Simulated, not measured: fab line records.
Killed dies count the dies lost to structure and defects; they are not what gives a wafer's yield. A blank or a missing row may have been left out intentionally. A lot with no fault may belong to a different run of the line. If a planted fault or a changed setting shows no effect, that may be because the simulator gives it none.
fab line records	flow sky130
record lots=11	wafers=33	lastDay=50
route steps=708 shown NWELL@81 SONOS_ONO@183 LDD_N@247 LDD_HVN@276 PAD_OPEN@708
lots that met no fault: taken from a fault-free run of the same line
startH: the number of hours between the record's first day and the start of the first shown wafer of the lot	waitH: hours from the lot's prior step to this one	" identical to the entry in the row above	L1.1+2: a single row standing in for several wafers	- no value, or no start was given	* or withheld: withheld	< > ~ a bound
route shown NAME@n: a module of which the file shows steps, and the number in the route of the first	usual: the fault-free wafers' mean and standard deviation	same: alike in all rows	chamber/n: place in a boat	sites: per-site readings	_std_site: the standard deviation of these	_edge_site: outer sites' mean less inner sites'	radiusMm: how far each site lies from the wafer's centre	mask NAME#n: copy n	behind: the last tool/chamber to shape the wafer	hold: cause of the lot's hold/its duration in hours/its outcome	device: names the non-switching transistor (n, p or np)	end of line: tests run on the same wafers once the route is complete	a step given without rows: its recipe and nothing more	killed: not the wafer's yield, but the dies lost to structure and defects at the first sort	map: dies across one wafer; x = killed, . = not, _ = none there
set.NAME: the setting the step ran with; set.NAME@STEP: the setting that earlier step ran with	model.NAME: the simulator's own value behind a step, which no gauge read
the route's steps for a sample of lots (tables are steps, rows are wafers)
services: the hour from which a tool's chamber was out of use, counted from the record's first day as startH (under 0 if before that day), plus the number of hours and why
## steps
# step SKY_NWELL_RTA_28
# recipe tempC=1050	timeS=30	idleTempC=650	rampUpCPerS=150	rampDownCPerS=90	ambient=N2
# usual lampPowerPct=25.30/0.052	rampUpCPerS=150.00/0.028	wafer_temp_C_max=1054.9/0.99
lot.wafer	tool	chamber	startH	waitH	lampPowerPct	rampUpCPerS	wafer_temp_C_max
L711.1	rtpAnneal-02	0	113.83	0.0	25.19	150.00	1054.3
L711.5	"	0	"	"	25.26	150.02	1055.5
L711.6	"	0	"	"	25.27	149.94	1055.2
L716.1	rtpAnneal-01	0	147.33	0.0	25.19	150.01	1055.4
L716.3	"	0	"	"	25.29	150.01	1053.9
L716.5	"	0	"	"	25.38	150.07	1056.5
L717.3	rtpAnneal-01	0	159.35	0.0	25.30	150.02	1054.9
L717.4	"	0	"	"	25.25	150.00	1054.9
L717.6	"	0	"	"	25.34	150.00	1056.7
L718.1	rtpAnneal-02	0	160.23	0.0	25.31	149.99	1054.2
L718.2	"	0	"	"	25.39	150.02	1054.4
L718.3	"	0	"	"	25.37	150.02	1054.7
L720.1	rtpAnneal-02	0	176.76	0.0	25.34	150.02	1055.0
L720.2	"	0	"	"	25.28	150.01	1053.9
L720.6	"	0	"	"	25.34	149.95	1055.7
L724.2	rtpAnneal-02	0	199.27	0.0	25.23	150.01	1053.9
L724.3	"	0	"	"	25.32	150.00	1055.7
L724.5	"	0	"	"	25.34	149.98	1054.2
L725.2	rtpAnneal-01	0	220.70	0.0	25.31	150.04	1056.5
L725.3	"	0	"	"	25.34	150.02	1053.6
L725.4	"	0	"	"	25.31	150.02	1055.0
L727.3	rtpAnneal-02	0	220.90	0.0	25.37	149.97	1054.0
L727.5	"	0	"	"	25.34	149.97	1056.3
L727.6	"	0	"	"	25.35	149.97	1053.6
L728.2	rtpAnneal-01	0	221.58	0.0	25.29	150.04	1053.8
L728.3	"	0	"	"	25.29	150.00	1055.4
L728.5	"	0	"	"	25.24	150.01	1053.7
L729.3	rtpAnneal-02	0	227.57	0.0	25.35	149.97	1054.9
L729.4	"	0	"	"	25.28	149.96	1054.3
L729.6	"	0	"	"	25.30	149.97	1055.6
L730.1	rtpAnneal-01	0	234.79	0.0	25.37	149.98	1055.2
L730.4	"	0	"	"	25.27	150.05	1053.4
L730.6	"	0	"	"	25.24	149.98	1053.1
# step SKY_SONOS_ONO_ETCH_15
# recipe targetDepthNm=19.52	chemistry=CHF3/O2	sourceW=600	biasW=200	pressureMtorr=40	chf3FlowSccm=50	O2_flow_sccm=5	timeS=7.8
# usual chf3FlowSccm=50.00/0.13	drypumpMotorCurrentA=5.5/0.41	oesProductAu=1.001/0.0099	throttleValvePct=8.826/0.0096
lot.wafer	tool	chamber	startH	waitH	chf3FlowSccm	drypumpMotorCurrentA	oesProductAu	rfHoursCounterH	throttleValvePct
L711.1	rieDiel-01	2	297.34	0.0	49.84	5.4	1.000	4	8.840
L711.5	"	1	"	"	49.96	4.9	0.991	-	8.818
L711.6	"	2	"	"	49.93	5.4	1.011	-	8.819
L716.1	rieDiel-01	1	340.64	0.0	50.07	4.9	0.985	16	8.826
L716.3	"	3	"	"	49.76	5.7	0.972	76	8.818
L716.5	"	0	"	"	50.11	5.1	0.990	-	8.841
L717.3	rieDiel-02	3	354.44	0.0	49.94	6.0	1.003	12	8.837
L717.4	"	2	"	"	50.11	5.2	1.007	6	8.843
L717.6	"	2	"	"	50.00	5.2	1.000	-	8.831
L718.1	rieDiel-01	2	356.64	0.0	50.17	5.4	1.001	5	8.829
L718.2	"	0	"	"	49.93	5.1	1.003	11	8.836
L718.3	"	3	"	"	50.07	5.7	0.995	76	8.835
L720.1	rieDiel-02	0	376.99	0.0	49.90	5.0	1.001	55	8.830
L720.2	"	1	"	"	49.88	6.0	0.997	6	8.828
L720.6	"	3	"	"	49.89	6.0	0.995	-	8.838
L724.2	rieDiel-01	0	410.02	0.0	49.96	5.1	1.011	12	8.814
L724.3	"	1	"	"	50.12	4.9	1.009	16	8.820
L724.5	"	2	"	"	50.05	5.4	1.005	-	8.830
L725.2	rieDiel-02	3	435.22	0.0	50.37	6.0	1.008	14	8.825
L725.3	"	0	"	"	50.16	5.0	1.009	56	8.837
L725.4	"	2	"	"	49.96	5.2	1.007	8	8.830
L727.3	rieDiel-01	3	437.74	0.0	49.99	5.7	0.981	77	8.833
L727.5	"	2	"	"	50.08	5.4	0.997	-	8.831
L727.6	"	3	"	"	49.89	5.7	0.980	-	8.830
L728.2	rieDiel-02	0	440.07	0.0	50.13	5.0	1.008	56	8.822
L728.3	"	3	"	"	50.28	6.0	1.006	14	8.829
L728.5	"	3	"	"	50.20	6.0	0.996	-	8.842
L729.3	rieDiel-02	0	447.05	0.0	50.06	5.0	1.020	56	8.814
L729.4	"	1	"	"	50.05	6.0	1.021	7	8.819
L729.6	"	1	"	"	49.87	6.0	1.006	-	8.836
L730.1	rieDiel-01	2	459.85	0.0	49.88	5.4	1.011	6	8.818
L730.4	"	1	"	"	50.16	4.9	1.002	17	8.825
L730.6	"	1	"	"	50.13	4.9	0.998	-	8.811
# step SKY_LDD_N_IMPLANT_10
# recipe species=As	energyKev=20	doseCm2=7.5e+13	tiltDeg=withheld	rotationDeg=203
lot.wafer	tool	chamber	startH	waitH
L711.1+5+6	implanter-03	0	421.07	0.1
L716.1+3+5	implanter-03	0	476.80	0.1
L718.1+2+3	implanter-03	0	488.88	0.1
L717.3+4+6	implanter-01	0	489.83	0.1
L720.1+2+6	implanter-01	0	512.70	0.1
L724.2+3+5	implanter-01	0	546.95	0.1
L725.2+3+4	implanter-02	0	566.85	0.1
L727.3+5+6	implanter-01	0	569.77	0.1
L728.2+3+5	implanter-02	0	571.45	0.1
L728.2+3+5	implanter-02	0	571.77	0.3
L729.3+4+6	implanter-02	0	579.10	0.1
L729.3+4+6	implanter-02	0	579.42	0.3
L730.1+4+6	implanter-03	0	593.13	0.1
L730.1+4+6	implanter-03	0	593.45	0.3
# step SKY_LDD_N_STRIP_16
# recipe chemistry=O2/N2	powerW=1400	pressureMtorr=1500	platenTempC=withheld	o2FlowSccm=3000	n2FlowSccm=300	overashFraction=0.5
# usual drypumpMotorCurrentA=5.5/0.56	oesProductAu=0.407/0.0044	stripTimeToEndpointS=4.308/0.015
lot.wafer	tool	chamber	startH	waitH	drypumpMotorCurrentA	oesProductAu	rfHoursCounterH	stripTimeToEndpointS
L711.1	plasmaAsher-02	1	421.97	0.1	5.0	0.398	68	4.303
L711.5	"	0	"	"	5.2	0.401	-	4.292
L711.6	"	1	"	"	5.0	0.408	-	4.307
L716.1	plasmaAsher-01	0	477.70	0.1	5.8	0.411	31	4.325
L716.3	"	1	"	"	5.6	0.413	-	4.309
L716.5	"	1	"	"	5.6	0.404	-	4.318
L718.1	plasmaAsher-04	1	489.78	0.1	4.9	0.406	7	4.308
L718.2	"	0	"	"	6.3	0.405	7	4.307
L718.3	"	0	"	"	6.3	0.408	-	4.300
L717.3	plasmaAsher-02	0	490.71	0.1	5.2	0.404	-	4.315
L717.4	"	1	"	"	5.0	0.410	-	4.306
L717.6	"	1	"	"	5.0	0.402	-	4.288
L720.1	plasmaAsher-04	1	513.60	0.1	4.8	0.400	9	4.302
L720.2	"	0	"	"	6.4	0.407	9	4.300
L720.6	"	0	"	"	6.3	0.403	-	4.310
L724.2	plasmaAsher-01	1	547.82	0.1	5.6	0.403	38	4.297
L724.3	"	0	"	"	5.8	0.407	-	4.328
L724.5	"	0	"	"	5.8	0.402	-	4.295
L725.2	plasmaAsher-02	0	567.72	0.1	5.2	0.409	84	4.307
L725.3	"	0	"	"	5.2	0.406	-	4.296
L725.4	"	1	"	"	5.0	0.403	-	4.311
L727.3	plasmaAsher-04	0	570.65	0.1	6.4	0.399	-	4.319
L727.5	"	1	"	"	4.8	0.412	-	4.325
L727.6	"	0	"	"	6.4	0.411	-	4.319
L728.2	plasmaAsher-04	1	572.65	0.1	4.8	0.405	16	4.525
L728.3	"	1	"	"	4.8	0.409	-	4.504
L728.5	"	1	"	"	4.8	0.411	-	4.526
L729.3	plasmaAsher-04	0	580.30	0.1	6.3	0.408	-	4.539
L729.4	"	1	"	"	4.8	0.410	-	4.529
L729.6	"	0	"	"	6.4	0.408	-	4.511
L730.1	plasmaAsher-02	1	594.35	0.1	5.0	0.413	87	4.504
L730.4	"	0	"	"	5.2	0.404	-	4.528
L730.6	"	0	"	"	5.2	0.412	-	4.535
# step SKY_LDD_N_TW_MEAS_17
# usual LDD_N_TW=2587/33
lot.wafer	tool	chamber	startH	waitH	LDD_N_TW
L711.1	filmMetro-03	-	422.07	0.1	2565
L711.5	"	-	"	"	2569
L711.6	"	-	"	"	2572
L716.1	filmMetro-02	-	477.80	0.1	2557
L716.3	"	-	"	"	2539
L716.5	"	-	"	"	2546
L718.1	filmMetro-02	-	489.88	0.1	2550
L718.2	"	-	"	"	2528
L718.3	"	-	"	"	2552
L717.3	filmMetro-04	-	490.80	0.1	2637
L717.4	"	-	"	"	2629
L717.6	"	-	"	"	2622
L720.1	filmMetro-04	-	513.70	0.1	2634
L720.2	"	-	"	"	2639
L720.6	"	-	"	"	2626
L724.2	filmMetro-04	-	547.93	0.1	2627
L724.3	"	-	"	"	2635
L724.5	"	-	"	"	2624
L725.2	filmMetro-03	-	567.83	0.1	2576
L725.3	"	-	"	"	2584
L725.4	"	-	"	"	2575
L727.3	filmMetro-03	-	570.74	0.1	2582
L727.5	"	-	"	"	2590
L727.6	"	-	"	"	2581
L728.2	filmMetro-04	-	572.76	0.1	2723
L728.3	"	-	"	"	2726
L728.5	"	-	"	"	2728
L729.3	filmMetro-03	-	580.39	0.1	2687
L729.4	"	-	"	"	2679
L729.6	"	-	"	"	2689
L730.1	filmMetro-02	-	594.45	0.1	2664
L730.4	"	-	"	"	2669
L730.6	"	-	"	"	2666
# step SKY_LDD_HVN_STRIP_09
# recipe chemistry=O2/N2	powerW=1400	pressureMtorr=1500	platenTempC=withheld	o2FlowSccm=3000	n2FlowSccm=300	overashFraction=0.5
# usual drypumpMotorCurrentA=5.7/0.48	oesProductAu=0.408/0.0041	stripTimeToEndpointS=4.134/0.017
lot.wafer	tool	chamber	startH	waitH	drypumpMotorCurrentA	oesProductAu	rfHoursCounterH	stripTimeToEndpointS
L711.1	plasmaAsher-04	1	483.49	0.1	4.8	0.417	6	4.123
L711.5	"	0	"	"	6.4	0.401	-	4.113
L711.6	"	1	"	"	4.8	0.414	-	4.080
L716.1	plasmaAsher-04	0	538.53	0.1	6.4	0.407	12	4.140
L716.3	"	1	"	"	4.9	0.403	-	4.126
L716.5	"	0	"	"	6.4	0.406	-	4.123
L718.1	plasmaAsher-03	0	550.63	0.1	5.7	0.407	74	4.136
L718.2	"	1	"	"	6.2	0.404	74	4.135
L718.3	"	0	"	"	5.7	0.410	-	4.134
L717.3	plasmaAsher-04	0	552.01	0.1	6.4	0.406	-	4.139
L717.4	"	1	"	"	4.8	0.411	-	4.148
L717.6	"	1	"	"	4.8	0.398	-	4.148
L720.1	plasmaAsher-03	1	573.25	0.1	6.1	0.406	76	4.120
L720.2	"	0	"	"	5.7	0.401	76	4.149
L720.6	"	1	"	"	6.2	0.407	-	4.133
L724.2	plasmaAsher-03	1	607.05	0.1	6.2	0.409	79	4.146
L724.3	"	0	"	"	5.7	0.407	-	4.139
L724.5	"	0	"	"	5.7	0.405	-	4.146
L725.2	plasmaAsher-04	0	626.05	0.1	6.3	0.408	21	4.168
L725.3	"	0	"	"	6.3	0.411	-	4.140
L725.4	"	1	"	"	4.8	0.404	-	4.145
L727.3	plasmaAsher-03	1	629.19	0.1	6.2	0.408	-	4.148
L727.5	"	0	"	"	5.7	0.409	-	4.134
L727.6	"	1	"	"	6.2	0.411	-	4.149
L728.2	plasmaAsher-01	0	629.75	0.1	5.8	0.402	46	4.126
L728.3	"	1	"	"	5.6	0.407	-	4.119
L728.5	"	0	"	"	5.8	0.408	-	4.137
L729.3	plasmaAsher-03	0	637.94	0.1	5.7	0.403	-	4.111
L729.4	"	1	"	"	6.2	0.414	-	4.101
L729.6	"	1	"	"	6.2	0.413	-	4.095
L730.1	plasmaAsher-01	1	651.83	0.1	5.7	0.408	49	4.152
L730.4	"	0	"	"	5.8	0.416	-	4.158
L730.6	"	0	"	"	5.8	0.406	-	4.139
# step SKY_PAD_OPEN_PROBE_99
# usual killed_at_M0_to_M3=45/7.5	killed_at_M4_up=3.2/1.8	killedAtContacts=24/4.9	killedAtFrontEnd=15/4.4	killedAtOther=0.3/0.54	killedDies=87/9.8	killedOpen=47/6.4	killedShort=40/6.5
# same grossDies=492	killedAtBackSide=0
lot.wafer	tool	chamber	startH	waitH	killed_at_M0_to_M3	killed_at_M4_up	killedAtContacts	killedAtFrontEnd	killedAtOther	killedDies	killedOpen	killedShort
L720.1	prober-02	-	1149.01	0.1	49	2	28	12	0	91	55	36
L720.2	prober-02	-	1149.06	0.1	39	1	22	15	0	77	45	32
L720.6	prober-02	-	1149.26	0.2	37	0	22	15	0	74	39	35
L729.3	prober-01	-	1189.29	0.2	32	2	23	9	0	66	46	20
L729.4	prober-01	-	1189.34	0.2	40	2	24	15	1	82	46	36
L729.6	prober-01	-	1189.44	0.2	52	2	23	16	0	93	49	44
# killed by level:class
L720.1 VIA1:geometricParticle:open=13 CONTACT:geometricParticle:open=12 LI_CONTACT:geometricParticle:open=6 VIA2:geometricParticle:open=6 METAL3:geometricParticle:short=6 FIELD_ISO:geometricParticle:open=5 VIA1:geometricParticle:short=5 VIA2:geometricParticle:short=5
L720.2 VIA3:geometricParticle:open=9 VIA1:geometricParticle:open=8 LI_CONTACT:geometricParticle:open=6 VIA2:geometricParticle:open=6 CONTACT:geometricParticle:open=5 METAL1:geometricParticle:short=5 FIELD_ISO:geometricParticle:open=4 FIELD_ISO:geometricParticle:short=4
L720.6 LI_CONTACT:geometricParticle:open=9 POLY_GATE:geometricParticle:short=8 CONTACT:geometricParticle:open=7 VIA2:geometricParticle:open=5 VIA1:geometricParticle:open=5 METAL2:geometricParticle:short=5 VIA3:geometricParticle:open=5 LI_CONTACT:geometricParticle:short=4
L729.3 CONTACT:geometricParticle:open=10 VIA1:geometricParticle:open=9 VIA2:geometricParticle:open=6 LI_CONTACT:geometricParticle:open=5 CONTACT:geometricParticle:short=5 POLY_GATE:geometricParticle:open=4 VIA1:geometricParticle:short=4 FIELD_ISO:geometricParticle:open=3
L729.4 VIA1:geometricParticle:open=10 CONTACT:geometricParticle:short=8 CONTACT:geometricParticle:open=6 VIA2:geometricParticle:open=6 LOCAL_INTERCONNECT:geometricParticle:short=5 VIA3:geometricParticle:open=5 FIELD_ISO:geometricParticle:open=4 FIELD_ISO:geometricParticle:short=4
L729.6 VIA1:geometricParticle:open=12 VIA1:geometricParticle:short=9 VIA3:geometricParticle:open=8 VIA2:geometricParticle:open=7 LI_CONTACT:geometricParticle:open=6 METAL2:geometricParticle:short=5 METAL1:geometricParticle:short=5 POLY_GATE:geometricParticle:open=4
## services
tool	chamber	startH	hours	kind
rieDiel-02	-	110.20	0.9	repair
implanter-02	-	114.83	5.7	repair
implanter-03	-	123.84	5.3	repair
implanter-03	-	136.41	6.9	pm
rieDiel-01	2	141.37	6.8	repair
implanter-03	-	143.30	5.0	pm
implanter-02	-	153.49	3.4	repair
rieDiel-02	0	159.51	3.7	repair
rieDiel-02	0	179.90	6.8	repair
implanter-02	-	184.82	1.2	repair
implanter-02	-	194.16	19.7	pm
rieDiel-01	0	238.50	4.7	repair
plasmaAsher-04	-	253.23	1.3	repair
rieDiel-01	0	303.17	11.1	repair
rieDiel-01	3	319.80	2.5	repair
rieDiel-01	-	367.09	28.1	pm
rtpAnneal-02	-	389.76	3.0	pm
plasmaAsher-04	-	404.28	1.1	repair
plasmaAsher-04	-	421.25	9.0	pm
plasmaAsher-04	-	475.77	2.8	pm
rieDiel-01	3	482.51	4.1	repair
rieDiel-01	1	548.90	4.2	repair
rieDiel-01	2	589.46	9.2	repair
plasmaAsher-04	-	624.97	0.8	repair
## key
firstSign step=SKY_LDD_N_IMPLANT_10	reading=visit	direction=added
effect step=SKY_LDD_N_STRIP_16	reading=stripTimeToEndpointS	direction=up	sigmas=14	usual=*	struck=*
effect step=SKY_LDD_N_TW_MEAS_17	reading=LDD_N_TW	direction=up	sigmas=3.2	usual=2587	struck=2692
metAt SKY_LDD_N_IMPLANT_10
struckLots L728,L729,L730
testerLeftOut L728,L729,L730
notActingAt SKY_NWELL_RTA_28,SKY_SONOS_ONO_ETCH_15,SKY_LDD_HVN_STRIP_09
fault kind=repeatedStepWhole	tool=implanter-01,implanter-02,implanter-03	chamber=-	onsetH=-	steps=SKY_LDD_N_IMPLANT_10	times=1	scope=struckLotsOnly
# testerLeftOut: of these lots the tester's yield and bins aren't shown, on N5 and GAA mostly nor the transistor test; their killed dies are dies lost to structure and defects alone, not to doping, threshold or leakage, so they don't give the yield
